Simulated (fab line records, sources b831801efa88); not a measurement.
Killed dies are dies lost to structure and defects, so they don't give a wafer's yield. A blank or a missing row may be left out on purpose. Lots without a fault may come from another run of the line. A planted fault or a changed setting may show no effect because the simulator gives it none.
One fault seen from 2 desks | flow sky130 | each desk has only its own numbers; what lay behind them comes last

THE METROLOGY DESK
What the gauges read, lot by lot, whatever tool the lot ran on: means of the sampled wafers that have a number. A lot is out of limits, marked OUT, if its mean lies more than 4 standard deviations from the usual mean; the brackets give that distance.
Columns: A = VIA2_W_RS at SKY_VIA2_RS_MEAS_22, usual 0.275 ohm/sq; B = CAPM_CVD_00_THK at SKY_CAPM_THK_MEAS_01, usual 15.52 nm
lot  | first seen here | A     | B
L632 | day 36 15:37    | 0.277 | 15.43
L637 | day 38 14:20    | 0.279 | 15.37
L641 | day 39 18:46    | 0.276 | 14.80
L643 | day 40 09:39    | 0.273 | 15.60
L646 | day 40 17:53    | 0.277 | 15.44
L647 | day 41 02:46    | 0.269 | 15.73
L650 | day 42 02:43    | 0.277 | 15.59
L653 | day 42 16:51    | 0.277 | 15.60
L655 | day 43 01:29    | 0.280 | 15.31
L654 | day 43 04:02    | 0.272 | 15.40
This desk's finding: nothing out of limits on any of the 10 lots.

THE TOOL OWNER'S DESK: pecvd-04
The tool's own readings at SKY_CAPM_CVD_00 (deposits SiO2, target thk 15.5 nm): means of the sampled wafers that have a number, for each lot that ran on this tool. A lot is out of limits, marked OUT, if its mean lies more than 4 standard deviations from the usual mean; the brackets give that distance.
Columns: A = heater_power_w at SKY_CAPM_CVD_00, usual 690 W
lot  | first seen here | A
L632 | day 36 16:12    | 650
L637 | day 38 14:58    | 670
L641 | day 39 19:22    | 670
L653 | day 42 17:28    | 679
This desk's finding: nothing out of limits on any of the 4 lots.

PUT TOGETHER
The metrology desk saw nothing out of limits.
The tool owner's desk saw nothing out of limits.

WHAT THE SIMULATOR HAD PUT IN
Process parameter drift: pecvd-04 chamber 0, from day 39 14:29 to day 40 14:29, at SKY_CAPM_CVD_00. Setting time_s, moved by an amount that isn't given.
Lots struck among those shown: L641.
